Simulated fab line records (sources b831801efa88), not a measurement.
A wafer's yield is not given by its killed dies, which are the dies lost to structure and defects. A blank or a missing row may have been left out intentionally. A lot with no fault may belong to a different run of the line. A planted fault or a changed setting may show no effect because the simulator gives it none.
Which tool is to blame? + flow sky130 + 12 lots with 36 wafers sampled at 3 steps, on a route of 708 steps

== WHAT THE GAUGES SHOWED, per wafer ==
SKY_CAP2M_RS_MEAS_03: measures by four-point-probe. Usual: CAP2M_TIN_RS 6.94 ohm/sq, standard deviation 0.096.
| lot  | measured     | on            | CAP2M_TIN_RS (ohm/sq) | flag |
|------|--------------|---------------|-----------------------|------|
| L867 | day 40 08:04 | film-metro-02 | 6.95 6.84 6.91        |      |
| L868 | day 41 05:14 | film-metro-02 | 7.02 7.03 7.00        |      |
| L869 | day 41 07:50 | film-metro-01 | 6.95 6.85 6.91        |      |
| L872 | day 41 15:15 | film-metro-01 | 6.83 6.82 6.84        |      |
| L873 | day 41 19:13 | film-metro-04 | 6.98 7.06 7.03        |      |
| L871 | day 41 21:17 | film-metro-02 | 7.02 7.03 6.96        |      |
| L875 | day 42 13:59 | film-metro-04 | 7.08 6.99 6.91        |      |
| L877 | day 43 01:22 | film-metro-01 | 7.09 7.04 7.04        |      |
| L878 | day 43 03:19 | film-metro-02 | 7.04 7.03 7.00        |      |
| L879 | day 43 09:19 | film-metro-04 | 6.75 6.80 6.79        |      |
| L883 | day 44 09:17 | film-metro-04 | 4.27 6.69 6.72        | OFF  |
| L890 | day 45 19:51 | film-metro-04 | 6.92 6.91 7.09        |      |

SKY_CAP2M_THK_MEAS_04: measures by xrf. Usual: CAP2M_TIN_THK 200.1 nm, standard deviation 2.7.
| lot  | measured     | on            | CAP2M_TIN_THK (nm) | flag |
|------|--------------|---------------|--------------------|------|
| L867 | day 40 08:11 | film-metro-02 | 199.2 202.7 200.6  |      |
| L868 | day 41 05:21 | film-metro-02 | 198.0 197.8 198.8  |      |
| L869 | day 41 07:57 | film-metro-01 | 199.6 202.0 200.3  |      |
| L872 | day 41 15:22 | film-metro-01 | 202.1 203.0 202.3  |      |
| L873 | day 41 19:20 | film-metro-04 | 198.5 196.1 197.8  |      |
| L871 | day 41 21:24 | film-metro-02 | 197.6 197.9 199.8  |      |
| L875 | day 42 14:07 | film-metro-04 | 196.6 198.3 200.9  |      |
| L877 | day 43 01:29 | film-metro-01 | 195.6 196.6 196.4  |      |
| L878 | day 43 03:25 | film-metro-02 | 197.9 198.5 199.5  |      |
| L879 | day 43 09:25 | film-metro-04 | 205.7 204.4 205.5  |      |
| L883 | day 44 09:24 | film-metro-04 | 322.2 208.3 206.4  | OFF  |
| L890 | day 45 19:58 | film-metro-04 | 200.3 201.1 196.8  |      |

== TOOL THAT RAN EACH LOT (tool first, then ch and the chambers of the sampled wafers, then the start) ==
| lot  | SKY_CAP2M_SPUTTER_02         |
|------|------------------------------|
| L867 | pvd-sputter-02, day 40 07:57 |
| L868 | pvd-sputter-02, day 41 05:07 |
| L869 | pvd-sputter-04, day 41 07:43 |
| L872 | pvd-sputter-03, day 41 15:08 |
| L873 | pvd-sputter-04, day 41 19:07 |
| L871 | pvd-sputter-02, day 41 21:10 |
| L875 | pvd-sputter-03, day 42 13:53 |
| L877 | pvd-sputter-02, day 43 01:15 |
| L878 | pvd-sputter-02, day 43 03:10 |
| L879 | pvd-sputter-03, day 43 09:10 |
| L883 | pvd-sputter-03, day 44 09:10 |
| L890 | pvd-sputter-04, day 45 19:43 |
- SKY_CAP2M_SPUTTER_02: material TiN, target thk 200 nm, time 166.7 s.

== WHAT THE TOOLS THEMSELVES READ (means of the sampled wafers that have a number; where no wafer has one, the mark that the record gives instead) ==
SKY_CAP2M_SPUTTER_02. Usual: throttle-valve-pct at 29.4 %, with a standard deviation of 1.1.
| lot  | tool           | throttle-valve-pct (%) | flag |
|------|----------------|------------------------|------|
| L867 | pvd-sputter-02 | 28.9                   |      |
| L868 | pvd-sputter-02 | 29.1                   |      |
| L869 | pvd-sputter-04 | 29.6                   |      |
| L872 | pvd-sputter-03 | 30.2                   |      |
| L873 | pvd-sputter-04 | 28.6                   |      |
| L871 | pvd-sputter-02 | 28.1                   |      |
| L875 | pvd-sputter-03 | 30.5                   |      |
| L877 | pvd-sputter-02 | 29.1                   |      |
| L878 | pvd-sputter-02 | 28.7                   |      |
| L879 | pvd-sputter-03 | 29.8                   |      |
| L883 | pvd-sputter-03 | 30.1                   |      |
| L890 | pvd-sputter-04 | 29.1                   |      |

== THE ANSWER, worked out from the rows above alone ==
Rule: take the mean of a lot's wafers that have a number; if it is more than 3 standard deviations from the usual mean, the lot is off. A lot without any number at a reading at which 4 lots or more have one is off too. The other lots that the step has rows for count as sound. After the gauges, taken in route order, come the tools' own readings; for these a lot's mean is taken, as printed above. At the first step where some lot is off, the reading lying furthest off is the one used; lots without a number count as furthest.
Off: at SKY_CAP2M_RS_MEAS_03 (CAP2M_TIN_RS), L883.
If a tool, at a process step before that reading, ran all the lots that are off and no sound lot after the first of them, it fits. Those tools and the gauges at SKY_CAP2M_RS_MEAS_03 are tried in the same way. One candidate fits, namely pvd-sputter-03 at SKY_CAP2M_SPUTTER_02. Its last sound lot is L879 (day 43 09:10), its first lot that is off L883 (day 44 09:10): a fault that began between those two fits.

== WHAT HAD BEEN PUT IN BY THE SIMULATOR ==
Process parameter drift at SKY_CAP2M_SPUTTER_02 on pvd-sputter-03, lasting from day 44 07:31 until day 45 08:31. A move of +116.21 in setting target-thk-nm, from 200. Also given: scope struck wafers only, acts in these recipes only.
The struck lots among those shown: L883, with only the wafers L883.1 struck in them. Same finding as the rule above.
